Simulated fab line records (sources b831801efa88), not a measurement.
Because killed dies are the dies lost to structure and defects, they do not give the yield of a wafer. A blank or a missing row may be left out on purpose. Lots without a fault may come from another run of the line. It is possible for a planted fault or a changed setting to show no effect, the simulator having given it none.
fab line records	flow sky130
record lots=24	wafers=72	last_day=50
route steps=708 shown DNWELL@44 LDD_HVN@276 METAL1@439 VIA1@461 METAL2@489
lots that met no fault: taken from a fault-free run of the same line
start_h: hours from the record's first day to the start of the lot's first wafer shown	wait_h: time in hours since the lot's previous step	" same as the row above	L1.1+2: one row covering several wafers at once	- no value present, or no start provided	* or withheld: withheld	< > ~ a bound
route shown NAME@n: names a module that has steps shown in the file, with the first one's number in the route	usual: average and standard deviation across the fault-free wafers	same: alike in all rows	chamber/n: place in a boat	sites: readings site by site	_std_site: the standard deviation of these	_edge_site: mean of outer sites minus mean of inner sites	radius_mm: for every site, how far away it sits from the centre of the wafer	mask NAME#n: copy n	behind: the most recent tool/chamber to have shaped the wafer	hold: what put the lot on hold/how long, in hours/how the hold closed	device: transistor that didn't switch, given as n, p or np	end of line: at the end of the route, the tests of the same wafers	a step given without rows: its recipe and nothing more	killed: not the wafer's yield, but the dies lost to structure and defects at the first sort	map: the dies of a wafer, with x for killed, . for not killed, _ for no die there
set.NAME: the setting that was run; set.NAME@STEP: the one run at that earlier step	model.NAME: the simulator's own value behind a step, which no gauge read
a sample of lots followed through the steps of the route, with each step as a table and each wafer as a row
services: from which hour (start_h, from the record's first day; less than 0 if before it) a tool's chamber was out of use, for how many hours, and why
## steps
# step SKY_DNWELL_TW_MEAS_09
# usual DNWELL_TW=1101/10
lot.wafer	tool	chamber	start_h	wait_h	DNWELL_TW
L074.1	film_metro-01	-	49.73	0.1	1098
L074.4	"	-	"	"	1091
L074.6	"	-	"	"	1101
L075.1	film_metro-01	-	55.04	0.1	1093
L075.3	"	-	"	"	1095
L075.5	"	-	"	"	1095
L076.1	film_metro-01	-	60.49	0.1	1096
L076.2	"	-	"	"	1098
L076.4	"	-	"	"	1106
L077.4	film_metro-02	-	66.91	0.1	1117
L077.5	"	-	"	"	1116
L077.6	"	-	"	"	1116
L078.4	film_metro-02	-	72.85	0.1	1124
L078.5	"	-	"	"	1121
L078.6	"	-	"	"	1131
L079.1	film_metro-04	-	76.93	0.1	1100
L079.2	"	-	"	"	1098
L079.6	"	-	"	"	1100
L080.3	film_metro-04	-	83.94	0.1	1104
L080.4	"	-	"	"	1101
L080.5	"	-	"	"	1102
L081.1	film_metro-02	-	90.32	0.1	1112
L081.3	"	-	"	"	1113
L081.5	"	-	"	"	1110
L082.1	film_metro-02	-	91.18	0.1	1114
L082.4	"	-	"	"	1118
L082.5	"	-	"	"	1108
L083.1	film_metro-04	-	109.92	0.1	1102
L083.2	"	-	"	"	1098
L083.4	"	-	"	"	1094
L084.1	film_metro-01	-	113.23	0.1	1081
L084.2	"	-	"	"	1081
L084.4	"	-	"	"	1084
L085.1	film_metro-04	-	113.30	0.1	1102
L085.2	"	-	"	"	1105
L085.3	"	-	"	"	1113
L086.2	film_metro-04	-	118.75	0.1	1107
L086.4	"	-	"	"	1107
L086.6	"	-	"	"	1103
L087.4	film_metro-04	-	123.21	0.1	1106
L087.5	"	-	"	"	1108
L087.6	"	-	"	"	1105
L088.2	film_metro-01	-	125.90	0.1	1100
L088.3	"	-	"	"	1103
L088.4	"	-	"	"	1103
L089.1	film_metro-02	-	130.03	0.1	1109
L089.3	"	-	"	"	1114
L089.4	"	-	"	"	1120
L090.1	film_metro-01	-	135.13	0.1	1095
L090.4	"	-	"	"	1090
L090.6	"	-	"	"	1093
L091.3	film_metro-02	-	144.96	0.1	1103
L091.5	"	-	"	"	1101
L091.6	"	-	"	"	1105
L092.1	film_metro-02	-	149.29	0.1	1106
L092.3	"	-	"	"	1101
L092.6	"	-	"	"	1105
L093.1	film_metro-01	-	154.32	0.1	1083
L093.4	"	-	"	"	1081
L093.5	"	-	"	"	1089
L094.1	film_metro-04	-	160.14	0.1	1096
L094.2	"	-	"	"	1099
L094.3	"	-	"	"	1091
L095.2	film_metro-04	-	167.05	0.1	1097
L095.3	"	-	"	"	1096
L095.4	"	-	"	"	1099
L096.1	film_metro-04	-	171.27	0.1	1092
L096.5	"	-	"	"	1085
L096.6	"	-	"	"	1090
L097.1	film_metro-01	-	177.49	0.1	1097
L097.4	"	-	"	"	1090
L097.6	"	-	"	"	1100
# step SKY_LDD_HVN_STRIP_09
# recipe chemistry=O2/N2	power_w=1400	pressure_mtorr=1500	platen_temp_c=withheld	o2_flow_sccm=3000	n2_flow_sccm=300	overash_fraction=0.5
# usual drypump_motor_current_A=5.6/0.47	oes_product_au=0.408/0.0051	strip_time_to_endpoint_s=4.137/0.019
lot.wafer	tool	chamber	start_h	wait_h	drypump_motor_current_A	oes_product_au	rf_hours_counter_h	strip_time_to_endpoint_s
L074.1	plasma_asher-04	1	450.82	0.1	5.3	0.402	65	4.105
L074.4	"	1	"	"	5.3	0.404	-	4.103
L074.6	"	0	"	"	6.8	0.404	-	4.109
L075.1	plasma_asher-01	0	468.92	0.1	5.2	0.410	4	4.153
L075.3	"	0	"	"	5.2	0.406	-	4.157
L075.5	"	0	"	"	5.2	0.407	-	4.162
L076.1	plasma_asher-03	0	483.21	0.1	5.8	0.409	77	4.141
L076.2	"	1	"	"	5.3	0.414	77	4.145
L076.4	"	0	"	"	5.8	0.413	-	4.145
L077.4	plasma_asher-03	1	487.70	0.1	5.3	0.411	-	4.129
L077.5	"	1	"	"	5.3	0.406	-	4.121
L077.6	"	0	"	"	5.8	0.410	-	4.139
L078.4	plasma_asher-03	1	498.04	0.1	5.3	0.415	-	4.155
L078.5	"	0	"	"	5.8	0.404	-	4.171
L078.6	"	1	"	"	5.3	0.400	-	4.165
L079.1	plasma_asher-04	0	512.36	0.1	6.8	0.408	71	4.144
L079.2	"	1	"	"	5.3	0.411	71	4.125
L079.6	"	0	"	"	6.8	0.405	-	4.132
L080.3	plasma_asher-03	0	529.69	0.1	5.9	0.407	-	4.129
L080.4	"	1	"	"	5.3	0.406	-	4.141
L080.5	"	1	"	"	5.3	0.399	-	4.132
L081.1	plasma_asher-04	1	534.81	0.1	5.3	0.404	73	4.132
L081.3	"	0	"	"	6.8	0.415	-	4.124
L081.5	"	0	"	"	6.8	0.412	-	4.114
L082.1	plasma_asher-03	1	537.51	0.1	5.3	0.412	82	4.143
L082.4	"	1	"	"	5.4	0.404	-	4.134
L082.5	"	1	"	"	5.3	0.410	-	4.136
L083.1	plasma_asher-01	1	563.76	0.1	5.5	0.406	13	4.093
L083.2	"	0	"	"	5.2	0.409	13	4.120
L083.4	"	1	"	"	5.5	0.402	-	4.106
L084.1	plasma_asher-04	1	569.26	0.1	5.3	0.407	77	4.143
L084.2	"	0	"	"	6.8	0.414	77	4.122
L084.4	"	0	"	"	6.8	0.410	-	4.153
L085.1	plasma_asher-03	0	572.61	0.1	5.8	0.406	86	4.157
L085.2	"	1	"	"	5.4	0.408	86	4.156
L085.3	"	1	"	"	5.3	0.414	-	4.158
L087.4	plasma_asher-01	0	582.85	0.1	5.2	0.405	-	4.132
L087.5	"	0	"	"	5.2	0.413	-	4.137
L087.6	"	1	"	"	5.5	0.413	-	4.126
L086.2	plasma_asher-03	0	584.31	0.1	5.9	0.404	87	4.133
L086.4	"	0	"	"	5.8	0.411	-	4.118
L086.6	"	0	"	"	5.8	0.404	-	4.138
L088.2	plasma_asher-03	1	586.06	0.1	5.3	0.412	87	4.150
L088.3	"	1	"	"	5.3	0.412	-	4.151
L088.4	"	0	"	"	5.8	0.407	-	4.136
L089.1	plasma_asher-03	0	597.11	0.1	5.8	0.419	88	4.145
L089.3	"	0	"	"	5.8	0.416	-	4.166
L089.4	"	1	"	"	5.3	0.408	-	4.176
L090.1	plasma_asher-03	0	603.16	0.1	5.8	0.412	89	4.150
L090.4	"	1	"	"	5.3	0.409	-	4.149
L090.6	"	0	"	"	5.8	0.410	-	4.128
L091.3	plasma_asher-01	0	617.19	0.1	5.2	0.416	-	4.128
L091.5	"	0	"	"	5.2	0.403	-	4.133
L091.6	"	1	"	"	5.5	0.416	-	4.135
L092.1	plasma_asher-03	0	625.76	0.1	5.8	0.415	91	4.154
L092.3	"	1	"	"	5.3	0.399	-	4.160
L092.6	"	1	"	"	5.3	0.397	-	4.142
L093.1	plasma_asher-01	0	626.51	0.1	5.2	0.403	19	4.132
L093.4	"	1	"	"	5.5	0.412	-	4.141
L093.5	"	0	"	"	5.2	0.404	-	4.136
L094.1	plasma_asher-01	1	633.06	0.1	5.5	0.405	20	4.109
L094.2	"	0	"	"	5.2	0.405	20	4.106
L094.3	"	0	"	"	5.2	0.405	-	4.137
L095.2	plasma_asher-01	0	640.91	0.1	5.2	0.415	21	4.161
L095.3	"	1	"	"	5.5	0.415	-	4.165
L095.4	"	0	"	"	5.2	0.405	-	4.150
L096.1	plasma_asher-04	1	650.56	0.1	5.3	0.405	85	4.112
L096.5	"	1	"	"	5.3	0.402	-	4.108
L096.6	"	0	"	"	6.8	0.412	-	4.139
L097.1	plasma_asher-03	0	658.66	0.1	5.8	0.411	94	4.156
L097.4	"	1	"	"	5.3	0.399	-	4.116
L097.6	"	1	"	"	5.3	0.410	-	4.132
# step SKY_METAL1_RS_MEAS_05
# recipe thk_meas_gauge=four-point-probe	reads=TiN_of_METAL1_SPUTTER_04+Ti_of_METAL1_SPUTTER_03+AlCu_of_METAL1_SPUTTER_02+TiN_of_METAL1_SPUTTER_01+Ti_of_METAL1_SPUTTER_00
# usual METAL1_ALCU_RS=0.1272/0.002
lot.wafer	tool	chamber	start_h	wait_h	METAL1_ALCU_RS[ohm/sq]
L074.1	film_metro-02	-	716.36	0.0	0.1285
L074.4	"	-	"	"	0.1272
L074.6	"	-	"	"	0.1283
L075.1	film_metro-01	-	733.72	0.0	0.1291
L075.3	"	-	"	"	0.1296
L075.5	"	-	"	"	0.1307
L076.1	film_metro-01	-	747.63	0.0	0.1262
L076.2	"	-	"	"	0.1262
L076.4	"	-	"	"	0.1275
L077.4	film_metro-02	-	750.31	0.1	0.1267
L077.5	"	-	"	"	0.1280
L077.6	"	-	"	"	0.1248
L078.4	film_metro-02	-	758.38	0.1	0.1259
L078.5	"	-	"	"	0.1281
L078.6	"	-	"	"	0.1292
L079.1	film_metro-02	-	773.49	0.0	0.1245
L079.2	"	-	"	"	0.1242
L079.6	"	-	"	"	0.1241
L080.3	film_metro-02	-	789.56	0.1	0.1248
L080.4	"	-	"	"	0.1250
L080.5	"	-	"	"	0.1268
L081.1	film_metro-02	-	790.45	0.0	0.1225
L081.3	"	-	"	"	0.1258
L081.5	"	-	"	"	0.1256
L082.1	film_metro-01	-	793.29	0.0	0.1263
L082.4	"	-	"	"	0.1309
L082.5	"	-	"	"	0.1266
L083.1	film_metro-01	-	820.45	0.0	0.1245
L083.2	"	-	"	"	0.1246
L083.4	"	-	"	"	0.1234
L084.1	film_metro-01	-	825.91	0.0	0.1278
L084.2	"	-	"	"	0.1272
L084.4	"	-	"	"	0.1264
L085.1	film_metro-02	-	826.70	0.0	0.1261
L085.2	"	-	"	"	0.1318
L085.3	"	-	"	"	0.1277
L087.4	film_metro-02	-	835.81	0.1	0.1292
L087.5	"	-	"	"	0.1289
L087.6	"	-	"	"	0.1263
L086.2	film_metro-01	-	840.39	0.0	0.1280
L086.4	"	-	"	"	0.1282
L086.6	"	-	"	"	0.1278
L088.2	film_metro-04	-	841.56	0.0	0.1266
L088.3	"	-	"	"	0.1271
L088.4	"	-	"	"	0.1274
L089.1	film_metro-01	-	852.27	0.0	0.1254
L089.3	"	-	"	"	0.1250
L089.4	"	-	"	"	0.1255
L090.1	film_metro-04	-	860.15	0.0	0.1280
L090.4	"	-	"	"	0.1317
L090.6	"	-	"	"	0.1297
L091.3	film_metro-02	-	872.73	0.1	0.1284
L091.5	"	-	"	"	0.1273
L091.6	"	-	"	"	0.1253
L092.1	film_metro-01	-	880.32	0.0	0.1276
L092.3	"	-	"	"	0.1247
L092.6	"	-	"	"	0.1270
L093.1	film_metro-02	-	882.56	0.0	0.1292
L093.4	"	-	"	"	0.1254
L093.5	"	-	"	"	0.1250
L094.1	film_metro-01	-	888.23	0.0	0.1276
L094.2	"	-	"	"	0.1285
L094.3	"	-	"	"	0.1296
L095.2	film_metro-02	-	896.03	0.0	0.1296
L095.3	"	-	"	"	0.1288
L095.4	"	-	"	"	0.1279
L096.1	film_metro-01	-	903.25	0.0	0.1269
L096.5	"	-	"	"	0.1278
L096.6	"	-	"	"	0.1260
L097.1	film_metro-04	-	912.05	0.0	0.1269
L097.4	"	-	"	"	0.1262
L097.6	"	-	"	"	0.1313
# step SKY_VIA1_BOW_MEAS_03
# recipe mode=bow
# usual VIA1_BOW=80/7.2
lot.wafer	tool	chamber	start_h	wait_h	VIA1_BOW[um]
L074.1	film_metro-01	-	746.20	0.1	83
L074.4	"	-	"	"	78
L074.6	"	-	"	"	76
L075.1	film_metro-04	-	763.67	0.1	88
L075.3	"	-	"	"	85
L075.5	"	-	"	"	82
L076.1	film_metro-04	-	777.42	0.1	77
L076.2	"	-	"	"	85
L076.4	"	-	"	"	69
L077.4	film_metro-01	-	778.85	0.2	86
L077.5	"	-	"	"	86
L077.6	"	-	"	"	83
L078.4	film_metro-03	-	786.89	0.3	82
L078.5	"	-	"	"	81
L078.6	"	-	"	"	84
L079.1	film_metro-04	-	802.70	0.1	91
L079.2	"	-	"	"	87
L079.6	"	-	"	"	79
L080.3	film_metro-01	-	818.18	0.3	71
L080.4	"	-	"	"	70
L080.5	"	-	"	"	71
L081.1	film_metro-04	-	819.94	0.2	85
L081.3	"	-	"	"	75
L081.5	"	-	"	"	71
L082.1	film_metro-03	-	822.53	0.1	80
L082.4	"	-	"	"	64
L082.5	"	-	"	"	77
L083.1	film_metro-03	-	849.84	0.1	80
L083.2	"	-	"	"	75
L083.4	"	-	"	"	91
L084.1	film_metro-01	-	855.45	0.2	87
L084.2	"	-	"	"	76
L084.4	"	-	"	"	74
L085.1	film_metro-01	-	856.62	0.1	83
L085.2	"	-	"	"	87
L085.3	"	-	"	"	92
L087.4	film_metro-01	-	865.58	0.3	74
L087.5	"	-	"	"	84
L087.6	"	-	"	"	83
L086.2	film_metro-03	-	870.85	0.3	56
L086.4	"	-	"	"	75
L086.6	"	-	"	"	79
L088.2	film_metro-03	-	871.10	0.1	88
L088.3	"	-	"	"	73
L088.4	"	-	"	"	86
L089.1	film_metro-01	-	881.33	0.2	81
L089.3	"	-	"	"	80
L089.4	"	-	"	"	74
L090.1	film_metro-01	-	889.02	0.1	59
L090.4	"	-	"	"	77
L090.6	"	-	"	"	82
L091.3	film_metro-01	-	900.63	0.2	81
L091.5	"	-	"	"	81
L091.6	"	-	"	"	84
L092.1	film_metro-04	-	907.84	0.1	96
L092.3	"	-	"	"	94
L092.6	"	-	"	"	82
L093.1	film_metro-01	-	909.60	0.1	87
L093.4	"	-	"	"	79
L093.5	"	-	"	"	85
L094.1	film_metro-01	-	914.88	0.2	80
L094.2	"	-	"	"	79
L094.3	"	-	"	"	82
L095.2	film_metro-01	-	921.66	0.2	94
L095.3	"	-	"	"	77
L095.4	"	-	"	"	79
L096.1	film_metro-04	-	929.97	0.2	77
L096.5	"	-	"	"	80
L096.6	"	-	"	"	82
L097.1	film_metro-04	-	938.25	0.1	74
L097.4	"	-	"	"	69
L097.6	"	-	"	"	81
# step SKY_VIA1_SPUTTER_20
# recipe material=TiN	target_thk_nm=20	chamber_pressure_pa=5	power_w=4000	time_s=80
# usual throttle_valve_pct=29.7/1.4
lot.wafer	tool	chamber	start_h	wait_h	throttle_valve_pct
L074.1	pvd_sputter-01	-	774.52	0.0	30.0
L074.4	"	-	"	"	31.6
L074.6	"	-	"	"	29.2
L075.1	pvd_sputter-03	-	791.26	0.0	31.3
L075.3	"	-	"	"	26.5
L075.5	"	-	"	"	29.5
L076.1	pvd_sputter-04	-	805.25	0.0	30.3
L076.2	"	-	"	"	30.6
L076.4	"	-	"	"	30.0
L077.4	pvd_sputter-01	-	807.16	0.0	29.2
L077.5	"	-	"	"	29.0
L077.6	"	-	"	"	31.8
L078.4	pvd_sputter-04	-	814.67	0.0	30.1
L078.5	"	-	"	"	27.9
L078.6	"	-	"	"	30.0
L079.1	pvd_sputter-01	-	830.86	0.0	31.3
L079.2	"	-	"	"	29.5
L079.6	"	-	"	"	30.0
L080.3	pvd_sputter-03	-	847.13	0.0	26.4
L080.4	"	-	"	"	30.3
L080.5	"	-	"	"	31.0
L081.1	pvd_sputter-04	-	848.46	0.0	30.0
L081.3	"	-	"	"	30.6
L081.5	"	-	"	"	30.6
L082.1	pvd_sputter-01	-	851.71	0.0	31.7
L082.4	"	-	"	"	29.1
L082.5	"	-	"	"	31.0
L083.1	pvd_sputter-03	-	879.19	0.0	30.0
L083.2	"	-	"	"	26.3
L083.4	"	-	"	"	31.1
L084.1	pvd_sputter-03	-	884.24	0.0	31.0
L084.2	"	-	"	"	30.7
L084.4	"	-	"	"	26.3
L085.1	pvd_sputter-04	-	884.80	0.0	30.2
L085.2	"	-	"	"	30.5
L085.3	"	-	"	"	30.1
L087.4	pvd_sputter-04	-	893.15	0.0	27.7
L087.5	"	-	"	"	29.9
L087.6	"	-	"	"	30.4
L086.2	pvd_sputter-04	-	897.82	0.0	30.0
L086.4	"	-	"	"	28.2
L086.6	"	-	"	"	29.9
L088.2	pvd_sputter-03	-	898.13	0.0	31.0
L088.3	"	-	"	"	29.5
L088.4	"	-	"	"	26.2
L089.1	pvd_sputter-03	-	907.56	0.0	31.0
L089.3	"	-	"	"	29.7
L089.4	"	-	"	"	26.3
L090.1	pvd_sputter-03	-	915.21	0.0	29.6
L090.4	"	-	"	"	30.5
L090.6	"	-	"	"	31.4
L091.3	pvd_sputter-04	-	927.11	0.0	28.4
L091.5	"	-	"	"	30.7
L091.6	"	-	"	"	30.4
L092.1	pvd_sputter-04	-	933.36	0.0	30.5
L092.3	"	-	"	"	30.0
L092.6	"	-	"	"	30.5
L093.1	pvd_sputter-03	-	934.93	0.0	26.3
L093.4	"	-	"	"	31.2
L093.5	"	-	"	"	30.2
L094.1	pvd_sputter-04	-	940.12	0.0	30.6
L094.2	"	-	"	"	30.2
L094.3	"	-	"	"	28.0
L095.2	pvd_sputter-03	-	947.32	0.0	29.8
L095.3	"	-	"	"	31.1
L095.4	"	-	"	"	30.1
L096.1	pvd_sputter-04	-	954.95	0.0	30.4
L096.5	"	-	"	"	30.5
L096.6	"	-	"	"	28.0
L097.1	pvd_sputter-01	-	963.36	0.0	29.3
L097.4	"	-	"	"	29.6
L097.6	"	-	"	"	29.2
# step SKY_METAL2_THK_MEAS_06
# recipe thk_meas_gauge=xrf	reads=AlCu_of_METAL2_SPUTTER_02
# usual METAL2_ALCU_THK=248/3.1
lot.wafer	tool	chamber	start_h	wait_h	METAL2_ALCU_THK[nm]
L074.1	film_metro-03	-	775.41	0.1	241
L074.4	"	-	"	"	243
L074.6	"	-	"	"	246
L075.1	film_metro-03	-	792.15	0.1	248
L075.3	"	-	"	"	250
L075.5	"	-	"	"	244
L076.1	film_metro-03	-	806.15	0.1	249
L076.2	"	-	"	"	247
L076.4	"	-	"	"	249
L077.4	film_metro-02	-	808.08	0.1	251
L077.5	"	-	"	"	246
L077.6	"	-	"	"	251
L078.4	film_metro-04	-	815.62	0.1	244
L078.5	"	-	"	"	244
L078.6	"	-	"	"	245
L079.1	film_metro-03	-	831.84	0.1	243
L079.2	"	-	"	"	242
L079.6	"	-	"	"	245
L080.3	film_metro-04	-	848.04	0.1	249
L080.4	"	-	"	"	250
L080.5	"	-	"	"	247
L081.1	film_metro-02	-	849.36	0.1	252
L081.3	"	-	"	"	246
L081.5	"	-	"	"	251
L082.1	film_metro-02	-	852.69	0.1	246
L082.4	"	-	"	"	249
L082.5	"	-	"	"	247
L083.1	film_metro-02	-	880.08	0.1	246
L083.2	"	-	"	"	252
L083.4	"	-	"	"	247
L084.1	film_metro-02	-	885.13	0.1	246
L084.2	"	-	"	"	247
L084.4	"	-	"	"	247
L085.1	film_metro-03	-	885.70	0.1	249
L085.2	"	-	"	"	246
L085.3	"	-	"	"	249
L087.4	film_metro-02	-	894.12	0.1	249
L087.5	"	-	"	"	253
L087.6	"	-	"	"	247
L086.2	film_metro-04	-	898.73	0.1	247
L086.4	"	-	"	"	244
L086.6	"	-	"	"	247
L088.2	film_metro-02	-	899.03	0.1	247
L088.3	"	-	"	"	252
L088.4	"	-	"	"	248
L089.1	film_metro-04	-	909.56	0.1	255
L089.3	"	-	"	"	247
L089.4	"	-	"	"	250
L090.1	film_metro-04	-	916.37	0.1	245
L090.4	"	-	"	"	248
L090.6	"	-	"	"	250
L091.3	film_metro-03	-	928.02	0.1	248
L091.5	"	-	"	"	244
L091.6	"	-	"	"	251
L092.1	film_metro-02	-	934.26	0.1	242
L092.3	"	-	"	"	241
L092.6	"	-	"	"	246
L093.1	film_metro-02	-	935.83	0.1	250
L093.4	"	-	"	"	246
L093.5	"	-	"	"	246
L094.1	film_metro-02	-	941.01	0.1	250
L094.2	"	-	"	"	249
L094.3	"	-	"	"	252
L095.2	film_metro-03	-	948.22	0.1	243
L095.3	"	-	"	"	248
L095.4	"	-	"	"	243
L096.1	film_metro-03	-	955.85	0.1	253
L096.5	"	-	"	"	245
L096.6	"	-	"	"	250
L097.1	film_metro-04	-	964.27	0.1	254
L097.4	"	-	"	"	253
L097.6	"	-	"	"	256
## services
tool	chamber	start_h	hours	kind
plasma_asher-03	-	452.97	1.3	repair
pvd_sputter-04	-	458.39	9.7	repair
plasma_asher-04	-	472.09	0.7	repair
plasma_asher-03	-	554.76	0.6	repair
pvd_sputter-04	-	579.23	0.5	repair
plasma_asher-03	-	627.84	2.8	pm
plasma_asher-03	-	634.46	2.0	repair
pvd_sputter-04	-	636.81	1.0	repair
pvd_sputter-04	-	647.86	0.6	repair
plasma_asher-01	-	649.55	16.9	repair
plasma_asher-01	-	666.47	14.6	pm
plasma_asher-03	-	669.35	0.5	repair
plasma_asher-03	-	724.23	1.7	repair
plasma_asher-03	-	733.75	9.0	pm
pvd_sputter-03	-	736.56	9.0	repair
pvd_sputter-04	-	741.28	2.0	repair
plasma_asher-01	-	751.06	3.0	repair
plasma_asher-03	-	757.13	8.6	repair
pvd_sputter-03	-	781.78	2.3	repair
plasma_asher-03	-	802.40	3.6	repair
plasma_asher-01	-	836.20	4.3	repair
pvd_sputter-03	-	856.70	2.2	repair
plasma_asher-01	-	936.81	3.9	repair
pvd_sputter-03	-	961.74	3.9	repair
## key
fault none
